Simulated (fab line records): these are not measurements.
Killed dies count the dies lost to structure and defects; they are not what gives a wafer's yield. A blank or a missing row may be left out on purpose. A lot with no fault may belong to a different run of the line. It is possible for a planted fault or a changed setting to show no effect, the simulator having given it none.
The tool behind it: which one? -- flow gf180mcu -- 13 lots with 39 wafers sampled at 5 steps, on a route of 602 steps

== WHAT THE GAUGES SHOWED, per wafer ==
GF_CONTACT_CD_MEAS_14: target cd 220 nm. Usual: 219.9 nm for cd-nm, sd 1.3.
lot,measured,on,cd-nm (nm),flag
L124,day 15 21:05,cd-sem-02,220.9 221.9 221.0,
L126,day 16 12:22,cd-sem-02,218.4 220.5 218.7,
L127,day 17 08:10,cd-sem-01,219.5 218.5 219.4,
L128,day 17 15:56,cd-sem-02,218.1 218.7 218.3,
L129,day 18 01:35,cd-sem-01,219.9 221.8 220.6,
L133,day 19 09:16,cd-sem-01,220.2 220.4 220.3,
L135,day 20 02:41,cd-sem-01,220.6 220.8 221.6,
L137,day 21 01:49,cd-sem-02,217.4 219.0 218.4,
L140,day 22 05:08,cd-sem-02,219.6 219.3 218.9,
L141,day 22 13:17,cd-sem-02,219.9 218.8 217.9,
L143,day 23 01:20,cd-sem-02,221.1 221.0 220.9,
L144,day 23 10:23,cd-sem-02,219.7 221.1 221.3,
L146,day 23 21:11,cd-sem-02,218.5 219.6 218.9,

== WHAT TOOL EACH LOT RAN ON (gives the tool, then ch and the chambers of the sampled wafers, and finally the start) ==
lot,GF_LVPWELL_COAT_02,GF_LVPWELL_STRIP_10,GF_SALICIDE_RTA_06,GF_SALICIDE_RTA_08
L124,"litho-track-03 ch 0, day 3 15:55","plasma-asher-04 ch 0,1, day 3 22:32","rtp-anneal-01 ch 0, day 14 22:12","rtp-anneal-02 ch 0, day 14 22:24"
L126,"litho-track-04 ch 0, day 3 23:59","plasma-asher-03 ch 0,1, day 4 07:28","rtp-anneal-02 ch 0, day 15 13:25","rtp-anneal-01 ch 0, day 15 13:37"
L127,"litho-track-01 ch 0, day 4 09:35","plasma-asher-03 ch 0,1, day 4 17:09","rtp-anneal-01 ch 0, day 16 08:03","rtp-anneal-02 ch 0, day 16 08:14"
L128,"litho-track-03 ch 0, day 4 14:14","plasma-asher-03 ch 0, day 4 22:13","rtp-anneal-02 ch 0, day 16 15:29","rtp-anneal-01 ch 0, day 16 15:40"
L129,"litho-track-03 ch 0, day 4 18:49","plasma-asher-03 ch 0,1, day 5 02:14","rtp-anneal-01 ch 0, day 17 01:16","rtp-anneal-02 ch 0, day 17 01:27"
L133,"litho-track-03 ch 0, day 5 14:52","plasma-asher-03 ch 0,1, day 5 21:40","rtp-anneal-02 ch 0, day 18 07:33","rtp-anneal-02 ch 0, day 18 07:44"
L135,"litho-track-03 ch 0, day 5 23:58","plasma-asher-02 ch 0,1, day 6 08:09","rtp-anneal-02 ch 0, day 19 01:01","rtp-anneal-01 ch 0, day 19 01:18"
L137,"litho-track-03 ch 0, day 6 19:04","plasma-asher-04 ch 0,1, day 7 03:01","rtp-anneal-01 ch 0, day 20 01:07","rtp-anneal-02 ch 0, day 20 01:23"
L140,"litho-track-04 ch 0, day 7 11:57","plasma-asher-04 ch 0,1, day 7 20:13","rtp-anneal-02 ch 0, day 21 04:02","rtp-anneal-01 ch 0, day 21 04:15"
L141,"litho-track-04 ch 0, day 7 14:51","plasma-asher-04 ch 0,1, day 7 22:46","rtp-anneal-02 ch 0, day 21 13:20","rtp-anneal-01 ch 0, day 21 13:32"
L143,"litho-track-04 ch 0, day 8 00:59","plasma-asher-03 ch 0,1, day 8 10:16","rtp-anneal-01 ch 0, day 22 01:32","rtp-anneal-02 ch 0, day 22 01:44"
L144,"litho-track-01 ch 0, day 8 07:14","plasma-asher-02 ch 1, day 8 16:01","rtp-anneal-02 ch 0, day 22 10:30","rtp-anneal-01 ch 0, day 22 10:41"
L146,"litho-track-04 ch 0, day 8 14:17","plasma-asher-04 ch 0,1, day 8 23:33","rtp-anneal-02 ch 0, day 22 21:40","rtp-anneal-01 ch 0, day 22 21:52"
- GF_LVPWELL_COAT_02: resist thk 3000 nm.
- GF_LVPWELL_STRIP_10: strips in O2/N2.
- GF_SALICIDE_RTA_06: time 30 s.
- GF_SALICIDE_RTA_08: time 30 s.

== WHAT THE TOOLS THEMSELVES READ (means of the sampled wafers that have a number; where no wafer has one, the mark that the record gives instead) ==
GF_LVPWELL_COAT_02. Usual: 2000.1 rpm for spin-speed-rpm, sd 1.4.
lot,tool,spin-speed-rpm (rpm),flag
L124,litho-track-03,2000.7,
L126,litho-track-04,2001.3,
L127,litho-track-01,2001.0,
L128,litho-track-03,2001.1,
L129,litho-track-03,1998.5,
L133,litho-track-03,1934.4,OFF
L135,litho-track-03,1932.9,OFF
L137,litho-track-03,1933.1,OFF
L140,litho-track-04,2000.0,
L141,litho-track-04,1999.9,
L143,litho-track-04,1999.8,
L144,litho-track-01,2000.7,
L146,litho-track-04,1999.7,

GF_LVPWELL_STRIP_10. Usual: drypump-motor-current-A 5.71 A, standard deviation 0.3; heater-power-w 309 W, standard deviation 40; oes-product-au 0.723 a.u., standard deviation 0.0042; strip-time-to-endpoint-s 36.98 s, standard deviation 0.095.
lot,tool,drypump-motor-current-A (A),heater-power-w (W),oes-product-au (a.u.),strip-time-to-endpoint-s (s),flag
L124,plasma-asher-04,5.59,326,0.723,36.83,
L126,plasma-asher-03,5.83,302,0.723,36.91,
L127,plasma-asher-03,5.83,303,0.723,37.01,
L128,plasma-asher-03,6.05,333,0.726,36.94,
L129,plasma-asher-03,5.59,272,0.722,37.08,
L133,plasma-asher-03,5.60,275,0.722,37.53,OFF
L135,plasma-asher-02,5.94,318,0.724,37.49,OFF
L137,plasma-asher-04,5.69,332,0.721,37.54,OFF
L140,plasma-asher-04,5.60,334,0.721,37.16,
L141,plasma-asher-04,5.69,327,0.721,36.98,
L143,plasma-asher-03,5.60,278,0.723,37.05,
L144,plasma-asher-02,6.12,301,0.721,36.90,
L146,plasma-asher-04,5.58,332,0.722,37.01,

GF_SALICIDE_RTA_06. Usual: lamp-power-pct 6.32 %, standard deviation 0.067; wafer_temp_C_max 532.4, standard deviation 0.64.
lot,tool,lamp-power-pct (%),wafer_temp_C_max,flag
L124,rtp-anneal-01,6.41,532.4,
L126,rtp-anneal-02,6.28,532.5,
L127,rtp-anneal-01,6.41,533.5,
L128,rtp-anneal-02,6.27,531.7,
L129,rtp-anneal-01,6.40,533.0,
L133,rtp-anneal-02,6.27,532.0,
L135,rtp-anneal-02,6.27,532.3,
L137,rtp-anneal-01,6.41,533.4,
L140,rtp-anneal-02,6.27,532.3,
L141,rtp-anneal-02,6.27,532.0,
L143,rtp-anneal-01,6.41,533.1,
L144,rtp-anneal-02,6.27,531.9,
L146,rtp-anneal-02,6.27,532.0,

GF_SALICIDE_RTA_08. Usual: lamp-power-pct 17.63 %, standard deviation 0.19; wafer_temp_C_max 803.8, standard deviation 0.99.
lot,tool,lamp-power-pct (%),wafer_temp_C_max,flag
L124,rtp-anneal-02,17.40,802.3,
L126,rtp-anneal-01,17.79,804.5,
L127,rtp-anneal-02,17.40,803.4,
L128,rtp-anneal-01,17.80,804.4,
L129,rtp-anneal-02,17.40,802.6,
L133,rtp-anneal-02,17.41,803.1,
L135,rtp-anneal-01,17.78,803.9,
L137,rtp-anneal-02,17.40,803.0,
L140,rtp-anneal-01,17.81,804.2,
L141,rtp-anneal-01,17.78,804.1,
L143,rtp-anneal-02,17.39,803.3,
L144,rtp-anneal-01,17.84,804.3,
L146,rtp-anneal-01,17.80,804.7,

== THE ANSWER, worked out from the rows above alone ==
Rule: a lot is off if the mean of its wafers that have a number lies more than 3 standard deviations from the usual mean. A lot without any number at a reading at which 4 lots or more have one is off too. Where the step has rows for the other lots, those lots are counted as sound. The gauges are gone through in route order, then the tools' own readings, and for those a lot's mean is taken as printed above. At the first step where some lot is off, the reading lying furthest off is the one used; lots without a number count as furthest.
Off at GF_LVPWELL_COAT_02 (spin-speed-rpm): L133, L135, L137.
If a tool, at that step or one of the process steps before it, ran each lot that is off and ran no sound lot following the first of them, it fits. One candidate fits, namely litho-track-03 at GF_LVPWELL_COAT_02. Its last sound lot is L129 (day 4 18:49), its first lot that is off L133 (day 5 14:52): a fault that began between those two fits.
On the lots that are off, the tool's own readings at GF_LVPWELL_COAT_02 differ by more than 5 times the standard deviation of the sound lots' means, which bears it out; spin-speed-rpm reads 1933.5 rpm there versus 2000.3 rpm on the sound lots.

== WHAT THE SIMULATOR PUT IN ==
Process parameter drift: litho-track-03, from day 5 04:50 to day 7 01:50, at GF_LVPWELL_COAT_02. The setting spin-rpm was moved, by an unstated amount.
Shown lots that were struck: L133, L135, L137. This agrees with what the rule above found.
